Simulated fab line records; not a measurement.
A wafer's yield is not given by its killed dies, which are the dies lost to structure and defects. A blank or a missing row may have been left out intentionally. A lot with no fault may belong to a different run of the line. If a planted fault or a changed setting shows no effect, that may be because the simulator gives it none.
fab line records	flow sky130
record: lots: 12	wafers: 36	last-day: 49
route steps=708 shown VIA4@640 METAL5@672 PAD_OPEN@708
lots untouched by any fault: they come from a run of this same line in which no faults occurred
start-h: start of the lot's first displayed wafer, in hours after the record's first day	wait-h: how many hours have passed since the lot's step before this one	" repeats the value in the row above	L1.1+2: one row covering several wafers at once	- no value, or no start given	* or withheld: withheld	< > ~ a bound
route shown NAME@n: names a module that has steps shown in the file, with the first one's number in the route	usual: mean/standard deviation taken from wafers without a fault	same: alike in all rows	chamber/n: place in a boat	sites: each site's reading	_std_site: how widely they spread, as a standard deviation	_edge_site: the outer-site mean with the inner-site mean subtracted	radius-mm: how far each site lies from the wafer's centre	mask NAME#n: copy n	behind: tool/chamber where the wafer was last shaped	hold: what put the lot on hold/how long, in hours/how the hold closed	device: the n, p or np transistor that did not switch	end of line: at the end of the route, the tests of the same wafers	step lacking rows: just its recipe	killed: dies lost to structure and defects at the first sort, not the wafer's yield	map: per-die view of a wafer (x killed, . not killed, _ where there is no die)
set.NAME: setting as actually run; set.NAME@STEP: the setting as run at that earlier step	model.NAME: the simulator's own value behind a step, which no gauge read
one table for each step of the route and one row for each wafer, over a sample of lots
services: when a tool's chamber went out of use (start-h, in hours from the record's first day, below 0 if earlier), for how many hours, and the reason
== steps ==
step: SKY_VIA4_THK_MEAS_01
recipe: reads: SiO2_of_VIA4_HDPCVD_00
usual: VIA4_HDPCVD_THK: 1757/26
lot.wafer	tool	chamber	start-h	wait-h	VIA4_HDPCVD_THK[nm]
L349.1	film-metro-03	-	980.22	0.1	1749
L349.2	"	-	"	"	1736
L349.4	"	-	"	"	1754
L351.1	film-metro-03	-	984.48	0.1	1723
L351.3	"	-	"	"	1740
L351.5	"	-	"	"	1733
L352.2	film-metro-03	-	993.27	0.1	1758
L352.4	"	-	"	"	1774
L352.5	"	-	"	"	1762
L353.2	film-metro-04	-	1003.91	0.1	1753
L353.3	"	-	"	"	1709
L353.6	"	-	"	"	1734
L355.2	film-metro-03	-	1021.27	0.1	1753
L355.4	"	-	"	"	1740
L355.6	"	-	"	"	1710
L360.1	film-metro-02	-	1053.07	0.1	1784
L360.3	"	-	"	"	1760
L360.4	"	-	"	"	1742
L359.3	film-metro-03	-	1055.85	0.1	1717
L359.5	"	-	"	"	1748
L359.6	"	-	"	"	1761
L358.1	film-metro-02	-	1058.36	0.1	1757
L358.5	"	-	"	"	1812
L358.6	"	-	"	"	1765
L361.2	film-metro-04	-	1060.97	0.1	1752
L361.3	"	-	"	"	1763
L361.4	"	-	"	"	1776
L362.2	film-metro-04	-	1073.40	0.1	1776
L362.5	"	-	"	"	1800
L362.6	"	-	"	"	1786
L363.2	film-metro-03	-	1088.73	0.1	1763
L363.5	"	-	"	"	1762
L363.6	"	-	"	"	1789
L365.1	film-metro-03	-	1094.17	0.1	1749
L365.4	"	-	"	"	1782
L365.5	"	-	"	"	1749
step: SKY_VIA4_ETCH_12
recipe: target: SiO2	chemistry: C4F8/O2/Ar	stop-on: TiN	mask-material: NOVOLAK	source-w: 1500	bias-w: 1200	pressure-mtorr: 40	c4f8-flow-sccm: withheld	O2_flow_sccm: 6	Ar_flow_sccm: 300	time-s: withheld	target-depth-a: 5800
usual: oes-product-au: 0.926/0.0049
lot.wafer	tool	chamber	start-h	wait-h	oes-product-au
L349.1	rie-diel-01	2	1003.59	0.0	0.932
L349.2	"	0	"	"	0.926
L349.4	"	1	"	"	0.931
L351.1	rie-diel-04	1	1008.29	0.0	0.929
L351.3	"	0	"	"	0.931
L351.5	"	3	"	"	0.927
L352.2	rie-diel-02	0	1015.97	0.0	0.918
L352.4	"	2	"	"	0.924
L352.5	"	0	"	"	0.925
L353.2	rie-diel-02	2	1027.22	0.0	0.930
L353.3	"	1	"	"	0.927
L353.6	"	1	"	"	0.929
L355.2	rie-diel-04	3	1043.49	0.0	0.932
L355.4	"	0	"	"	0.923
L355.6	"	3	"	"	0.931
L360.1	rie-diel-04	0	1074.69	0.0	0.930
L360.3	"	2	"	"	0.920
L360.4	"	1	"	"	0.923
L359.3	rie-diel-01	3	1076.72	0.0	0.926
L359.5	"	1	"	"	0.933
L359.6	"	2	"	"	0.925
L358.1	rie-diel-02	2	1078.79	0.0	0.921
L358.5	"	2	"	"	0.931
L358.6	"	1	"	"	0.921
L361.2	rie-diel-04	0	1082.12	0.0	0.926
L361.3	"	3	"	"	0.931
L361.4	"	2	"	"	0.931
L362.2	rie-diel-02	3	1094.67	0.0	0.936
L362.5	"	0	"	"	0.933
L362.6	"	1	"	"	0.930
L363.2	rie-diel-02	2	1109.09	0.0	0.930
L363.5	"	2	"	"	0.918
L363.6	"	3	"	"	0.929
L365.1	rie-diel-02	2	1114.34	0.0	0.925
L365.4	"	0	"	"	0.926
L365.5	"	0	"	"	0.924
step: SKY_METAL5_EXPOSE_11
recipe: mask-id: MM5	na: 0.6	source-shape: conventional	sigma-outer: 0.6	polarization: unpolarized	target-cd-nm: 1600	dose-mj: 190
usual: exposure-dose-mJ-cm2: 190.01/0.17
same: na: 0.6
lot.wafer	tool	chamber	start-h	wait-h	mask	exposure-dose-mJ-cm2
L349.1	iline-stepper-01	0	1015.90	-	MM5#0	190.14
L349.2	"	0	"	"	MM5#0	189.73
L349.4	"	0	"	"	MM5#0	189.96
L351.1	iline-stepper-02	0	1021.76	-	MM5#0	190.02
L351.3	"	0	"	"	MM5#0	190.32
L351.5	"	0	"	"	MM5#0	189.87
L352.2	iline-stepper-01	0	1029.28	-	MM5#0	190.10
L352.4	"	0	"	"	MM5#0	190.43
L352.5	"	0	"	"	MM5#0	190.27
L353.2	iline-stepper-02	0	1039.15	-	MM5#0	189.99
L353.3	"	0	"	"	MM5#0	189.90
L353.6	"	0	"	"	MM5#0	190.08
L355.2	iline-stepper-02	0	1056.25	-	MM5#0	190.24
L355.4	"	0	"	"	MM5#0	190.13
L355.6	"	0	"	"	MM5#0	190.16
L360.1	iline-stepper-01	0	1085.16	-	MM5#0	189.90
L360.3	"	0	"	"	MM5#0	190.06
L360.4	"	0	"	"	MM5#0	190.17
L359.3	iline-stepper-01	0	1088.70	-	MM5#0	190.25
L359.5	"	0	"	"	MM5#0	189.85
L359.6	"	0	"	"	MM5#0	190.01
L358.1	iline-stepper-02	0	1091.28	-	MM5#0	189.93
L358.5	"	0	"	"	MM5#0	190.04
L358.6	"	0	"	"	MM5#0	189.90
L361.2	iline-stepper-01	0	1094.90	-	MM5#0	173.15
L361.3	"	0	"	"	MM5#0	173.14
L361.4	"	0	"	"	MM5#0	172.88
L362.2	iline-stepper-01	0	1105.76	-	MM5#0	173.01
L362.5	"	0	"	"	MM5#0	173.01
L362.6	"	0	"	"	MM5#0	173.05
L363.2	iline-stepper-01	0	1120.12	-	MM5#0	172.84
L363.5	"	0	"	"	MM5#0	172.96
L363.6	"	0	"	"	MM5#0	172.85
L365.1	iline-stepper-01	0	1125.63	-	MM5#0	173.10
L365.4	"	0	"	"	MM5#0	173.01
L365.5	"	0	"	"	MM5#0	172.78
step: SKY_METAL5_STRIP_16
recipe: chemistry: O2/N2	power-w: 1400	pressure-mtorr: 1500	platen-temp-c: withheld	o2-flow-sccm: 3000	n2-flow-sccm: 300	overash-fraction: 0.5
usual: drypump-motor-current-A: 5.5/0.45	oes-product-au: 0.710/0.0044	strip-time-to-endpoint-s: 13.11/0.12
lot.wafer	tool	chamber	start-h	wait-h	drypump-motor-current-A	oes-product-au	rf-hours-counter-h	strip-time-to-endpoint-s
L349.1	plasma-asher-03	0	1027.72	0.2	5.8	0.718	62	13.02
L349.2	"	1	"	"	6.0	0.708	62	13.05
L349.4	"	1	"	"	6.0	0.707	-	13.00
L351.1	plasma-asher-03	1	1032.68	0.2	6.0	0.708	63	13.07
L351.3	"	0	"	"	5.8	0.707	-	12.99
L351.5	"	0	"	"	5.7	0.709	-	13.07
L352.2	plasma-asher-04	0	1040.06	0.2	4.9	0.713	118	13.14
L352.4	"	0	"	"	5.0	0.711	-	13.23
L352.5	"	0	"	"	4.9	0.706	-	13.28
L353.2	plasma-asher-02	0	1050.76	0.2	5.0	0.716	30	13.09
L353.3	"	1	"	"	4.9	0.705	-	13.12
L353.6	"	0	"	"	5.0	0.711	-	13.12
L355.2	plasma-asher-03	1	1066.76	0.2	6.0	0.713	67	12.95
L355.4	"	1	"	"	6.0	0.706	-	13.21
L355.6	"	1	"	"	6.0	0.710	-	13.25
L360.1	plasma-asher-03	0	1095.33	0.2	5.8	0.706	69	13.14
L360.3	"	1	"	"	5.9	0.709	-	13.03
L360.4	"	0	"	"	5.8	0.713	-	13.13
L359.3	plasma-asher-02	1	1098.79	0.1	4.9	0.702	-	13.16
L359.5	"	0	"	"	5.0	0.705	-	13.07
L359.6	"	1	"	"	4.9	0.705	-	13.09
L358.1	plasma-asher-02	0	1101.28	0.2	5.0	0.713	36	13.05
L358.5	"	1	"	"	4.9	0.713	-	12.86
L358.6	"	0	"	"	5.0	0.716	-	13.12
L361.2	plasma-asher-03	1	1104.41	0.2	6.0	0.707	70	13.12
L361.3	"	1	"	"	6.0	0.710	-	13.14
L361.4	"	0	"	"	5.8	0.715	-	12.86
L362.2	plasma-asher-03	1	1115.91	0.2	6.0	0.714	71	13.01
L362.5	"	1	"	"	6.0	0.710	-	13.14
L362.6	"	0	"	"	5.8	0.709	-	13.01
L363.2	plasma-asher-02	0	1129.43	0.2	5.0	0.710	38	13.31
L363.5	"	1	"	"	4.9	0.710	-	13.15
L363.6	"	0	"	"	5.0	0.708	-	13.28
L365.1	plasma-asher-02	0	1135.21	0.2	5.0	0.717	39	13.09
L365.4	"	0	"	"	5.0	0.713	-	13.27
L365.5	"	1	"	"	5.0	0.710	-	13.17
step: SKY_PAD_OPEN_PROBE_99
usual: defect-limited-yield: 82.5/1.8	killed_at_M0_to_M3: 43/6.5	killed_at_M4_up: 3.1/1.8	killed-at-contacts: 24/4.8	killed-at-front-end: 15/4.7	killed-at-other: 0.3/0.58	killed-dies: 86/8.6	killed-open: 47/6.7	killed-short: 39/6.1	sort_bin_3_pad_short: 0.8/0.38	sort_bin_5_function: 10.4/1.3	sort_bin_6_memory: 6.2/1.1	sort-n-pass: 406/8.6	sort-yield-pct: 82.5/1.8
same: gross-dies: 492	killed-at-back-side: 0	sort_bin_4_leakage[%]: 0	sort_bin_8_speed[%]: 0
lot.wafer	tool	chamber	start-h	wait-h	defect-limited-yield[%]	killed_at_M0_to_M3	killed_at_M4_up	killed-at-contacts	killed-at-front-end	killed-at-other	killed-dies	killed-open	killed-short	sort_bin_3_pad_short[%]	sort_bin_5_function[%]	sort_bin_6_memory[%]	sort-n-pass	sort-yield-pct[%]
L349.1	prober-01	-	1074.86	0.6	79.7	50	4	35	11	0	100	55	45	0.8	11.4	8.1	392	79.7
L349.2	prober-01	-	1074.91	0.6	82.5	46	2	23	15	0	86	50	36	0.2	11.0	6.3	406	82.5
L349.4	prober-01	-	1075.01	0.7	84.3	42	1	28	4	2	77	44	33	0.6	8.9	6.1	415	84.3
L351.1	prober-01	-	1078.40	0.1	83.3	40	3	24	15	0	82	56	26	0	11.0	5.7	410	83.3
L351.3	prober-01	-	1078.50	0.2	81.1	47	4	18	24	0	93	59	34	0.4	11.8	6.7	399	81.1
L351.5	prober-01	-	1078.60	0.2	85.8	38	2	20	9	1	70	36	34	0.4	9.6	4.3	422	85.8
L352.2	prober-02	-	1085.94	0.1	79.7	48	4	27	21	0	100	62	38	0.8	11.8	7.7	392	79.7
L352.4	prober-02	-	1086.04	0.2	80.1	46	5	31	16	0	98	55	43	1.2	12.6	6.1	394	80.1
L352.5	prober-02	-	1086.09	0.2	79.7	46	1	29	24	0	100	59	41	0.8	13.4	6.1	392	79.7
L353.2	prober-01	-	1095.96	0.1	81.5	43	6	29	13	0	91	55	36	0.2	11.4	6.9	401	81.5
L353.3	prober-01	-	1096.01	0.2	83.7	34	0	32	12	2	80	49	31	0.6	10.4	5.3	412	83.7
L353.6	prober-01	-	1096.16	0.2	82.7	46	2	26	11	0	85	45	40	0.4	9.6	7.3	407	82.7
L355.2	prober-01	-	1110.33	0.1	82.3	47	1	23	16	0	87	47	40	1.0	10.0	6.7	405	82.3
L355.4	prober-01	-	1110.43	0.2	85.0	40	2	15	17	0	74	44	30	1.0	9.8	4.3	418	85.0
L355.6	prober-01	-	1110.53	0.2	83.9	35	6	23	15	0	79	35	44	1.0	10.2	4.9	413	83.9
L360.1	prober-01	-	1137.43	0.1	82.3	50	1	23	13	0	87	35	52	0.8	10.4	6.5	405	82.3
L360.3	prober-01	-	1137.53	0.2	80.1	52	4	26	16	0	98	50	48	0.8	12.8	6.3	394	80.1
L360.4	prober-01	-	1137.58	0.2	84.3	36	4	17	19	1	77	46	31	1.0	7.7	6.9	415	84.3
L359.3	prober-01	-	1141.13	0.2	81.7	38	4	28	20	0	90	49	41	1.6	11.8	4.9	402	81.7
L359.5	prober-01	-	1141.23	0.2	82.7	47	4	18	16	0	85	43	42	1.4	12.6	3.3	407	82.7
L359.6	prober-01	-	1141.28	0.2	82.5	43	2	28	13	0	86	45	41	0.6	11.8	5.1	406	82.5
L358.1	prober-01	-	1143.43	0.1	82.3	39	2	30	15	1	87	45	42	1.0	11.0	5.7	405	82.3
L358.5	prober-01	-	1143.63	0.2	83.7	44	8	16	11	1	80	50	30	1.0	9.6	5.7	412	83.7
L358.6	prober-01	-	1143.68	0.2	80.5	50	4	25	16	1	96	50	46	1.2	10.0	8.3	396	80.5
L361.2	prober-01	-	1145.46	0.1	80.9	56	2	17	19	0	94	50	44	0.4	11.8	6.9	398	80.9
L361.3	prober-01	-	1145.51	0.2	80.7	52	2	24	17	0	95	43	52	0.8	11.0	7.5	397	80.7
L361.4	prober-01	-	1145.56	0.2	79.3	53	1	23	24	1	102	55	47	1.4	11.4	7.9	390	79.3
L362.2	prober-02	-	1157.12	0.1	80.9	52	2	28	12	0	94	52	42	1.0	12.0	6.1	398	80.9
L362.5	prober-02	-	1157.27	0.2	80.9	44	7	23	20	0	94	42	52	0.8	10.4	7.9	398	80.9
L362.6	prober-02	-	1157.32	0.2	83.1	35	3	26	19	0	83	48	35	1.4	10.0	5.5	409	83.1
L363.2	prober-01	-	1168.75	0.1	83.7	48	3	19	10	0	80	47	33	1.0	9.6	5.7	412	83.7
L363.5	prober-01	-	1168.90	0.2	80.1	61	2	26	9	0	98	53	45	1.6	13.4	4.9	394	80.1
L363.6	prober-01	-	1168.95	0.2	82.3	49	6	18	14	0	87	47	40	0.8	11.0	5.9	405	82.3
L365.1	prober-02	-	1173.87	0.1	83.7	42	2	18	17	1	80	48	32	1.0	10.4	4.9	412	83.7
L365.4	prober-02	-	1174.02	0.2	80.5	43	4	31	17	1	96	63	33	0.6	12.6	6.3	396	80.5
L365.5	prober-02	-	1174.07	0.2	86.2	29	4	21	14	0	68	28	40	1.2	6.9	5.7	424	86.2
killed by level:class
L349.1 VIA1:geometric-particle:open=13 LI_CONTACT:geometric-particle:open=11 VIA2:geometric-particle:open=9 CONTACT:geometric-particle:open=9 CONTACT:geometric-particle:short=8 VIA1:geometric-particle:short=8 METAL1:geometric-particle:short=7 FIELD_ISO:geometric-particle:open=5
L349.2 VIA3:geometric-particle:open=12 CONTACT:geometric-particle:open=7 VIA1:geometric-particle:open=7 FIELD_ISO:geometric-particle:open=6 METAL1:geometric-particle:short=6 LI_CONTACT:geometric-particle:open=5 CONTACT:geometric-particle:short=5 VIA1:geometric-particle:short=4
L349.4 VIA1:geometric-particle:open=14 CONTACT:geometric-particle:open=9 CONTACT:geometric-particle:short=7 LI_CONTACT:geometric-particle:open=6 VIA2:geometric-particle:open=6 METAL1:geometric-particle:short=4 METAL2:geometric-particle:short=4 LI_CONTACT:geometric-particle:short=3
L351.1 VIA1:geometric-particle:open=10 LI_CONTACT:geometric-particle:open=9 VIA2:geometric-particle:open=9 CONTACT:geometric-particle:open=7 POLY_GATE:geometric-particle:open=6 VIA3:geometric-particle:open=6 FIELD_ISO:geometric-particle:open=3 METAL1:geometric-particle:short=3
L351.3 VIA1:geometric-particle:open=13 VIA3:geometric-particle:open=12 POLY_GATE:geometric-particle:open=8 FIELD_ISO:geometric-particle:open=7 LI_CONTACT:geometric-particle:open=7 METAL1:geometric-particle:short=6 POLY_GATE:geometric-particle:short=5 CONTACT:geometric-particle:open=5
L351.5 VIA1:geometric-particle:open=8 VIA1:geometric-particle:short=7 CONTACT:geometric-particle:open=6 METAL2:geometric-particle:short=5 VIA3:geometric-particle:open=5 POLY_GATE:geometric-particle:short=4 LI_CONTACT:geometric-particle:open=4 CONTACT:geometric-particle:short=4
L352.2 VIA1:geometric-particle:open=15 LI_CONTACT:geometric-particle:open=10 POLY_GATE:geometric-particle:open=8 VIA3:geometric-particle:open=7 CONTACT:geometric-particle:open=6 VIA2:geometric-particle:open=6 FIELD_ISO:geometric-particle:short=5 LOCAL_INTERCONNECT:geometric-particle:short=5
L352.4 CONTACT:geometric-particle:open=13 VIA3:geometric-particle:open=10 LI_CONTACT:geometric-particle:open=9 CONTACT:geometric-particle:short=7 POLY_GATE:geometric-particle:open=6 VIA1:geometric-particle:open=6 VIA2:geometric-particle:short=6 VIA1:geometric-particle:short=5
L352.5 CONTACT:geometric-particle:open=15 VIA1:geometric-particle:open=11 LI_CONTACT:geometric-particle:open=9 VIA1:geometric-particle:short=9 VIA3:geometric-particle:open=8 FIELD_ISO:geometric-particle:short=7 FIELD_ISO:geometric-particle:open=7 METAL2:geometric-particle:short=5
L353.2 VIA1:geometric-particle:open=19 CONTACT:geometric-particle:open=11 LI_CONTACT:geometric-particle:open=7 POLY_GATE:geometric-particle:open=4 CONTACT:geometric-particle:short=4 LOCAL_INTERCONNECT:geometric-particle:short=4 METAL1:geometric-particle:short=4 VIA3:geometric-particle:open=4
L353.3 CONTACT:geometric-particle:open=15 VIA1:geometric-particle:open=10 VIA1:geometric-particle:short=7 LI_CONTACT:geometric-particle:open=6 POLY_GATE:geometric-particle:open=5 VIA2:geometric-particle:open=5 CONTACT:geometric-particle:short=4 LOCAL_INTERCONNECT:geometric-particle:short=4
L353.6 VIA2:geometric-particle:open=10 VIA1:geometric-particle:open=8 LOCAL_INTERCONNECT:geometric-particle:short=8 VIA3:geometric-particle:open=7 CONTACT:geometric-particle:open=7 POLY_GATE:geometric-particle:short=6 VIA1:geometric-particle:short=6 METAL2:geometric-particle:short=6
L355.2 CONTACT:geometric-particle:open=11 VIA1:geometric-particle:open=10 VIA2:geometric-particle:open=10 METAL1:geometric-particle:short=5 VIA3:geometric-particle:open=5 POLY_GATE:geometric-particle:short=4 LI_CONTACT:geometric-particle:short=4 LOCAL_INTERCONNECT:geometric-particle:short=4
L355.4 VIA1:geometric-particle:open=8 VIA2:geometric-particle:open=7 FIELD_ISO:geometric-particle:short=5 FIELD_ISO:geometric-particle:open=4 POLY_GATE:geometric-particle:open=4 LI_CONTACT:geometric-particle:open=4 CONTACT:geometric-particle:open=4 METAL1:geometric-particle:short=4
L355.6 VIA3:geometric-particle:open=8 LOCAL_INTERCONNECT:geometric-particle:short=8 VIA1:geometric-particle:short=8 LI_CONTACT:geometric-particle:short=7 FIELD_ISO:geometric-particle:open=5 VIA2:geometric-particle:open=5 FIELD_ISO:geometric-particle:short=4 METAL4:geometric-particle:short=4
L360.1 VIA1:geometric-particle:open=11 CONTACT:geometric-particle:open=9 METAL2:geometric-particle:short=8 VIA1:geometric-particle:short=8 METAL3:geometric-particle:short=7 VIA3:geometric-particle:open=5 POLY_GATE:geometric-particle:short=4 SPACER:geometric-particle:short=4
L360.3 VIA1:geometric-particle:open=16 METAL2:geometric-particle:short=10 CONTACT:geometric-particle:open=9 LOCAL_INTERCONNECT:geometric-particle:short=7 FIELD_ISO:geometric-particle:short=4 LI_CONTACT:geometric-particle:open=4 METAL1:geometric-particle:short=4 VIA3:geometric-particle:open=4
L360.4 VIA1:geometric-particle:open=11 CONTACT:geometric-particle:open=10 POLY_GATE:geometric-particle:short=7 METAL2:geometric-particle:short=5 FIELD_ISO:geometric-particle:open=4 POLY_GATE:geometric-particle:open=4 METAL1:geometric-particle:short=4 VIA2:geometric-particle:open=4
L359.3 VIA1:geometric-particle:open=13 CONTACT:geometric-particle:open=7 LI_CONTACT:geometric-particle:open=7 CONTACT:geometric-particle:short=7 VIA2:geometric-particle:open=7 FIELD_ISO:geometric-particle:short=6 POLY_GATE:geometric-particle:short=6 VIA3:geometric-particle:open=5
L359.5 VIA3:geometric-particle:open=9 METAL1:geometric-particle:short=8 VIA1:geometric-particle:open=7 LI_CONTACT:geometric-particle:open=7 CONTACT:geometric-particle:open=7 VIA1:geometric-particle:short=6 METAL3:geometric-particle:short=5 POLY_GATE:geometric-particle:open=4
L359.6 LI_CONTACT:geometric-particle:open=9 CONTACT:geometric-particle:open=9 VIA1:geometric-particle:open=9 METAL1:geometric-particle:short=8 METAL2:geometric-particle:short=6 VIA2:geometric-particle:open=6 VIA3:geometric-particle:short=6 POLY_GATE:geometric-particle:open=5
L358.1 CONTACT:geometric-particle:open=14 VIA1:geometric-particle:open=9 LOCAL_INTERCONNECT:geometric-particle:short=8 METAL2:geometric-particle:short=7 METAL1:geometric-particle:short=5 POLY_GATE:geometric-particle:open=5 VIA2:geometric-particle:open=5 POLY_GATE:geometric-particle:short=4
L358.5 VIA1:geometric-particle:open=13 VIA3:geometric-particle:open=10 LI_CONTACT:geometric-particle:open=5 CONTACT:geometric-particle:open=5 METAL1:geometric-particle:short=4 VIA1:geometric-particle:short=4 VIA2:geometric-particle:open=4 METAL4:geometric-particle:open=4
L358.6 VIA1:geometric-particle:open=12 METAL2:geometric-particle:short=11 CONTACT:geometric-particle:open=10 FIELD_ISO:geometric-particle:short=5 LI_CONTACT:geometric-particle:open=5 CONTACT:geometric-particle:short=5 METAL1:geometric-particle:short=5 METAL2:geometric-particle:open=5
L361.2 VIA1:geometric-particle:open=18 VIA3:geometric-particle:open=12 FIELD_ISO:geometric-particle:short=8 METAL2:geometric-particle:short=6 VIA3:geometric-particle:short=6 LOCAL_INTERCONNECT:geometric-particle:short=5 FIELD_ISO:geometric-particle:open=4 POLY_GATE:geometric-particle:short=4
L361.3 VIA1:geometric-particle:short=9 CONTACT:geometric-particle:open=9 VIA3:geometric-particle:open=9 VIA1:geometric-particle:open=9 FIELD_ISO:geometric-particle:short=8 VIA2:geometric-particle:open=6 LI_CONTACT:geometric-particle:short=5 METAL1:geometric-particle:short=5
L361.4 VIA1:geometric-particle:open=20 FIELD_ISO:geometric-particle:short=13 LI_CONTACT:geometric-particle:open=9 VIA2:geometric-particle:open=8 VIA3:geometric-particle:open=6 LOCAL_INTERCONNECT:geometric-particle:short=5 VIA1:geometric-particle:short=5 FIELD_ISO:geometric-particle:open=4
L362.2 CONTACT:geometric-particle:open=12 VIA1:geometric-particle:short=11 VIA1:geometric-particle:open=8 VIA2:geometric-particle:open=7 METAL1:geometric-particle:short=7 LI_CONTACT:geometric-particle:open=6 METAL3:geometric-particle:short=6 LOCAL_INTERCONNECT:geometric-particle:short=5
L362.5 CONTACT:geometric-particle:open=9 VIA1:geometric-particle:open=8 FIELD_ISO:geometric-particle:short=7 METAL2:geometric-particle:short=7 LOCAL_INTERCONNECT:geometric-particle:short=6 METAL4:geometric-particle:short=6 VIA3:geometric-particle:open=6 POLY_GATE:geometric-particle:short=5
L362.6 CONTACT:geometric-particle:open=12 VIA3:geometric-particle:open=9 FIELD_ISO:geometric-particle:open=8 METAL2:geometric-particle:short=7 LI_CONTACT:geometric-particle:open=6 VIA1:geometric-particle:open=6 FIELD_ISO:geometric-particle:short=5 METAL1:geometric-particle:short=4
L363.2 VIA1:geometric-particle:open=17 VIA2:geometric-particle:open=8 VIA1:geometric-particle:short=6 LI_CONTACT:geometric-particle:open=5 CONTACT:geometric-particle:short=5 VIA3:geometric-particle:open=5 CONTACT:geometric-particle:open=4 FIELD_ISO:geometric-particle:short=3
L363.5 VIA1:geometric-particle:open=17 CONTACT:geometric-particle:open=9 VIA2:geometric-particle:open=8 CONTACT:geometric-particle:short=6 VIA3:geometric-particle:open=6 LOCAL_INTERCONNECT:geometric-particle:short=5 METAL1:geometric-particle:short=5 METAL2:geometric-particle:short=5
L363.6 VIA1:geometric-particle:open=11 VIA1:geometric-particle:short=6 LI_CONTACT:geometric-particle:open=6 METAL1:geometric-particle:short=6 METAL2:geometric-particle:short=5 CONTACT:geometric-particle:open=4 POLY_GATE:geometric-particle:open=4 POLY_GATE:geometric-particle:short=4
L365.1 CONTACT:geometric-particle:open=8 VIA1:geometric-particle:open=8 VIA3:geometric-particle:open=8 FIELD_ISO:geometric-particle:short=6 FIELD_ISO:geometric-particle:open=6 LI_CONTACT:geometric-particle:open=6 METAL2:geometric-particle:short=6 METAL1:geometric-particle:short=4
L365.4 CONTACT:geometric-particle:open=14 VIA1:geometric-particle:open=11 LI_CONTACT:geometric-particle:open=8 VIA3:geometric-particle:open=6 VIA2:geometric-particle:open=6 POLY_GATE:geometric-particle:open=5 CONTACT:geometric-particle:short=4 METAL1:geometric-particle:short=4
L365.5 FIELD_ISO:geometric-particle:short=7 METAL2:geometric-particle:short=7 LI_CONTACT:geometric-particle:open=6 VIA1:geometric-particle:open=6 LI_CONTACT:geometric-particle:short=5 METAL4:geometric-particle:short=4 CONTACT:geometric-particle:open=4 VIA1:geometric-particle:short=4
== services ==
tool	chamber	start-h	hours	kind
rie-diel-02	3	989.40	2.9	repair
plasma-asher-04	-	1002.51	14.0	repair
rie-diel-02	2	1002.67	7.6	repair
iline-stepper-01	-	1006.10	1.7	pm
plasma-asher-02	-	1008.19	2.8	pm
iline-stepper-01	-	1021.59	2.2	repair
rie-diel-01	2	1024.00	14.9	repair
rie-diel-04	-	1049.38	1.0	repair
rie-diel-04	0	1054.29	12.6	repair
plasma-asher-04	-	1055.25	9.0	pm
plasma-asher-04	0	1055.25	9.0	vent-cycle
plasma-asher-04	1	1055.25	9.0	vent-cycle
rie-diel-02	1	1055.88	7.8	repair
rie-diel-04	1	1056.12	11.0	repair
plasma-asher-02	-	1063.33	0.8	repair
plasma-asher-04	-	1070.68	2.0	repair
iline-stepper-02	-	1074.58	12.1	repair
rie-diel-02	2	1077.08	1.3	repair
rie-diel-04	0	1089.42	28.3	repair
iline-stepper-02	-	1091.42	1.6	repair
rie-diel-02	0	1116.47	1.8	repair
rie-diel-04	2	1117.74	-	clean
rie-diel-04	2	1117.74	22.8	scheduled-down
rie-diel-04	2	1117.74	22.8	vent-cycle
== key ==
first-sign: step: SKY_METAL5_EXPOSE_11	reading: exposure-dose-mJ-cm2	direction: down	sigmas: 99+	usual: *	struck: *
effect none on later readings
met-at SKY_METAL5_EXPOSE_11
struck-lots L361,L362,L363,L365
not-acting-at SKY_VIA4_THK_MEAS_01,SKY_VIA4_ETCH_12,SKY_METAL5_STRIP_16
onset-between 1088.70 1094.90
fault: kind: process-parameter-drift	tool: iline-stepper-01	chamber: -	onset-h: 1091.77	steps: SKY_METAL5_EXPOSE_11	channel: dose-mj	offset: -16.973	shape: step	acts-in: these-recipes-only	stated: 190
